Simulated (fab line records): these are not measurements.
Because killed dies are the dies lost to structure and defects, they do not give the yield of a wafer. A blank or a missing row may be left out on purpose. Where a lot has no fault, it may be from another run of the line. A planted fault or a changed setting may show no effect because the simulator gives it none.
Struck lot and sound lot, side by side / flow sky130 / 14 steps out of a route of 708
Sound: wafers L192.1, L192.4, L192.5. The struck wafers were L203.1, L203.2, L203.5. The cause is given at the end.
Order at every step that has rows: each side's tool, ch and its chambers, its first start. Under that, the readings that differ: sound wafers / struck wafers / difference of the means / sigmas: that difference in standard deviations of wafers without a fault.
alike: same words and numbers on both sides, and readings whose means sit less than 2 such deviations apart. not compared: any withheld reading, any reading some wafer has no value for, any bound like >300 that may hide the same value, and any number with overlapping values for which the record gives no deviation.
The two part at a step that has a row with sigmas, a row that says differs or no value, or rows on one side only. When numbers do not overlap yet have no deviation, they are printed without sigmas and do not part them. Lack of a reading on every wafer of one side parts them only where that side has two or more wafers.

SKY_METAL2_SPUTTER_00: material Ti, target thk 15 nm, time 10 s.
  struck on pvd_sputter-03, day 40 08:45; sound on pvd_sputter-03, day 36 21:40
  alike: throttle_valve_pct
SKY_METAL2_SPUTTER_01: material TiN, target thk 20 nm, time 16.7 s.
  struck on pvd_sputter-03, day 40 08:47; sound on pvd_sputter-03, day 36 21:41
  alike: throttle_valve_pct
SKY_METAL2_SPUTTER_02: material AlCu, target thk 250 nm, time 13.3 s.
  struck on pvd_sputter-03, day 40 08:48; sound on pvd_sputter-03, day 36 21:43
  alike: throttle_valve_pct
SKY_METAL2_SPUTTER_03: material Ti, target thk 5 nm, time 3.3 s.
  struck on pvd_sputter-03, day 40 08:50; sound on pvd_sputter-03, day 36 21:44
  alike: throttle_valve_pct
SKY_METAL2_SPUTTER_04: material TiN, target thk 70 nm, time 58.3 s.
  struck on pvd_sputter-03, day 40 08:50; sound on pvd_sputter-03, day 36 21:45
  alike: throttle_valve_pct
SKY_METAL2_RS_MEAS_05: the measuring method here is four-point-probe.
  struck on film_metro-04, day 40 08:53; sound on film_metro-02, day 36 21:48
  alike: METAL2_ALCU_RS
SKY_METAL2_THK_MEAS_06: measures by xrf.
  struck on film_metro-04, day 40 09:01; sound on film_metro-02, day 36 21:55
  alike: METAL2_ALCU_THK
then, 5 steps without rows for these wafers: SKY_METAL2_DEHYDRATE_07 (time 60 s); SKY_METAL2_HMDS_08 (prime time 60 s); SKY_METAL2_COAT_09 (resist thk 60 nm); SKY_METAL2_COAT_10 (resist thk 450 nm); SKY_METAL2_SOFTBAKE_11 (time 90 s).
SKY_METAL2_EXPOSE_12: exposes mask MM2, target cd 140 nm.
  sound on krf_scanner-01 ch 0, day 37 11:42; struck on krf_scanner-01, day 40 21:32
  no value came back on the struck wafers for exposure_dose_mJ_cm2, focus_offset_nm (nm); on the sound wafers exposure_dose_mJ_cm2 reads 27.966 27.979 27.920
  alike: mask
next, for these wafers, 1 step has no rows: SKY_METAL2_PEB_13.

== WHERE THEY PART ==
SKY_METAL2_EXPOSE_12 only, going by this record.

WHY: the cause the simulator had injected
At SKY_METAL2_EXPOSE_12, the step was skipped entirely on krf_scanner-01 from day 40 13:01 on. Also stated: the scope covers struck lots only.
